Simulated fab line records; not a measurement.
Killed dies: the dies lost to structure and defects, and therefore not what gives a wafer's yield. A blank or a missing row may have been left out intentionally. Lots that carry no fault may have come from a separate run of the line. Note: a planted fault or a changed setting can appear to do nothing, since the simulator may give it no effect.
8D (eight disciplines) problem report, filled in by code	flow gf180mcu	the parts of the form that need people (team, actions taken, sign-off) are left out

== 1. WHAT WENT WRONG ==
V2_W_RS at GF_V2_RS_MEAS_24 reads a mean of 0.308 ohm/sq on 2 wafers of 2 lots; wafers without a fault read 0.326 ohm/sq with a standard deviation of 0.0031. That is -5.6 standard deviations from the usual mean.
The step: measures by four-point-probe.
The first sign was on wafer L475.6 at day 22 22:58, on filmMetro-02. The record has a number at this step for 33 wafers belonging to 11 lots. Rule for "out", or "out of limits": more than 4 standard deviations from the usual mean. Any other wafer with a number is counted as sound.

== 2. WHAT THIS IS AND IS NOT ==
question	is	is not
which readings at this step	V2_W_RS	-
which lots	L475, L476	L468, L469, L482, L483, L484, L485, L486, L487, L488
which wafers of those lots	L475.6, L476.6	L475.1, L475.4, L476.4, L476.5
read on which gauges	filmMetro-02, filmMetro-03	filmMetro-01
when	from day 22 22:58	up to then (8 sound wafers); but 23 sound wafers of L476, L482, L483, L484, L485, L486, L487, L488 came after

== 3. WHAT RULES OUT EACH SUSPECT ==
Counting: if a tool at a process step up to the reading ran every lot that is out, it stays a suspect. Sound lots after the first of them don't rule it out here, since some wafers of a struck lot are sound.
- the gauge at GF_V2_RS_MEAS_24: ruled out. The wafers that are out were read on 2 gauges (filmMetro-02, filmMetro-03).
- cvdW-01 at GF_V2_CVD_23 (deposits W, target thk 350 nm, time 104.94 s): kept. Ran every lot that is out, first one L475 (day 22 22:52); last sound lot up to then L469 (day 20 21:55). Out on those wafers are its own readings of chamberPressureTorr.
- At GF_V2_CVD_23 on cvdW-01, chamber 0 took the sound wafers of the same lots and chamber 1 took the wafers that are out.
The count leaves cvdW-01 at GF_V2_CVD_23.

== 4. THE CAUSE (what the simulator had put in) ==
cvdW-01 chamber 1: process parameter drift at GF_V2_CVD_23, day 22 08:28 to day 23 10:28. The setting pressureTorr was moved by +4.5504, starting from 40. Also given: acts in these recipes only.
After counting, this tool was the only one left.

== 5. SEQUENCE OF EFFECTS, ordered by route ==
Each row: a reading where the mean over the struck wafers with a number is more than 3 standard deviations away from the usual. Scope: only readings with a usual standard deviation given in the record; hours: median across lots of the time from each lot's start at the first step in this table that gives one to its start at this step; sigmas: change in usual standard deviations.
hours	step	reading	usual	on struck wafers	change	sigmas
0	GF_V2_CVD_23	chamberPressureTorr	40.00 Torr	44.49	+4.49	+47
0	GF_V2_RS_MEAS_24	V2_W_RS	0.326 ohm/sq	0.308	-0.018	-5.6
0	GF_V2_THK_MEAS_25	V2_W_THK	365 nm	386	+21	+4.8
Here are the process steps it includes:
- GF_V2_CVD_23: deposits W, target thk 350 nm, time 104.94 s.

== 6. HOW IT WOULD HAVE BEEN CAUGHT EARLIER ==
The first out-of-limits reading at a measuring or inspecting step in this record came at day 22 22:58, 15 hours after the fault's start at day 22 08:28.
The tool's own readings at GF_V2_CVD_23 were out on every struck wafer that the step has a row for (chamberPressureTorr): an alarm limit on them would have fired on the first of those.
Among the 2 lots that are out, L476 began GF_V2_CVD_23 on cvdW-01 after day 22 22:58. Holding the tool at that time would have saved it.
